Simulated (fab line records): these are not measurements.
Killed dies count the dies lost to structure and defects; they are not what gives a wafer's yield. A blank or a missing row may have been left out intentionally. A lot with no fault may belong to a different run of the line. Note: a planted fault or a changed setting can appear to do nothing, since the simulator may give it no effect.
Struck lot and sound lot, side by side    flow sky130    15 out of 708 route steps
Sound: the wafers L804.3, L804.4, L804.6. Struck: wafer L812.2. (L812.4, L812.5 of the same lot were not struck and are left out.) The cause comes at the end.
For every step that has rows: the tool of each side, followed by ch and its chambers, followed by its first start. Under that, the readings that differ: sound wafers    struck wafers    difference of the means    sigmas: that difference in standard deviations of wafers without a fault.
alike: words and numbers the same on both sides, and readings whose means are apart by under 2 such deviations; not compared: readings that were withheld, readings missing a value for some wafer, numbers with overlapping values and no deviation given by the record, and bounds like >300 which may hide the same value.
A row with sigmas, a row that says differs or no value, or rows on one side alone: a step with any of these is where the two part. Numbers that don't overlap but have no deviation are shown without sigmas and don't part them. Lack of a reading on every wafer of one side parts them only where that side has two or more wafers.

SKY_VIA3_ETCH_14: etches BARC in N2/H2, stops on SiO2, time 45.9 s, target depth 60 nm.
  sound on rie_diel-01 ch 1,2, day 43 07:53; struck on rie_diel-04 ch 2, day 45 20:53
  alike: drypump_motor_current_A, h2_flow_sccm, n2_flow_sccm, oes_product_au, throttle_valve_pct
  not compared: rf_hours_counter_h
then, 1 step without rows for these wafers: SKY_VIA3_ETCH_15 (etches SiO2 in C4F8/O2/Ar, stops on TiN, target depth 507 nm, time 78 s).
SKY_VIA3_STRIP_16: strips in O2/N2.
  sound on plasma_asher-04 ch 0,1, day 43 08:01; struck on plasma_asher-04 ch 1, day 45 20:59
reading                 sound  struck  difference                    sigmas
rf_hours_counter_h (h)  - - -  1       no value on the sound wafers  
  alike: drypump_motor_current_A, n2_flow_sccm, oes_product_au, strip_time_to_endpoint_s
then, 3 steps without rows for these wafers: SKY_VIA3_STRIP_17 (strips in post etch residue remover, time 1200 s); SKY_VIA3_CLEAN_18 (cleans in IPA, time 180 s); SKY_VIA3_CLEAN_19 (cleans in O3/DIW).
SKY_VIA3_SPUTTER_20: material TiN, target thk 20 nm, time 80 s.
  sound on pvd_sputter-04 at day 43 08:34; struck on pvd_sputter-03 at day 45 21:35
  alike: cathode_dc_power_W, throttle_valve_pct
then, 1 step without rows for these wafers: SKY_VIA3_CVD_21 (deposits W, target thk 390 nm, time 117.31 s).
SKY_VIA3_RS_MEAS_22: the measuring method here is four-point-probe.
  sound on film_metro-02 at day 43 08:47; struck on film_metro-03 at day 45 21:47
  alike: VIA3_W_RS
SKY_VIA3_THK_MEAS_23: measures by xrf.
  sound on film_metro-02 at day 43 08:53; struck on film_metro-03 at day 45 21:54
reading          sound        struck  difference  sigmas
VIA3_W_THK (nm)  408 407 409  396     -12         -2
then, 1 step without rows for these wafers: SKY_VIA3_CMP_24 (polishes, stops on SiO2, t overpolish 20 s, target thk 0 nm).
SKY_METAL4_SPUTTER_00: material Ti, target thk 15 nm, time 10 s.
  sound on pvd_sputter-01 at day 43 09:16; struck on pvd_sputter-01 at day 45 22:17
  alike: cathode_dc_power_W, throttle_valve_pct
SKY_METAL4_SPUTTER_01: material TiN, target thk 20 nm, time 16.7 s.
  sound on pvd_sputter-01 at day 43 09:17; struck on pvd_sputter-01 at day 45 22:19
reading                                     sound              struck  difference  sigmas
model.TiN_of_METAL4_SPUTTER_01.thk_nm (nm)  20.19 20.43 20.48  19.49   -0.88       
  alike: cathode_dc_power_W, throttle_valve_pct
SKY_METAL4_SPUTTER_02: material AlCu, target thk 735 nm, time 39.1 s.
  sound on pvd_sputter-01 at day 43 09:19; struck on pvd_sputter-01 at day 45 22:20
  alike: cathode_dc_power_W, throttle_valve_pct
SKY_PAD_OPEN_PROBE_99:
  sound wafers here have rows in the record (prober-01, day 49 01:14); struck ones have none

== WHERE THEY PART ==
Earliest at SKY_VIA3_STRIP_16; latest, in this record, at SKY_PAD_OPEN_PROBE_99.

WHY: whatever the simulator had introduced
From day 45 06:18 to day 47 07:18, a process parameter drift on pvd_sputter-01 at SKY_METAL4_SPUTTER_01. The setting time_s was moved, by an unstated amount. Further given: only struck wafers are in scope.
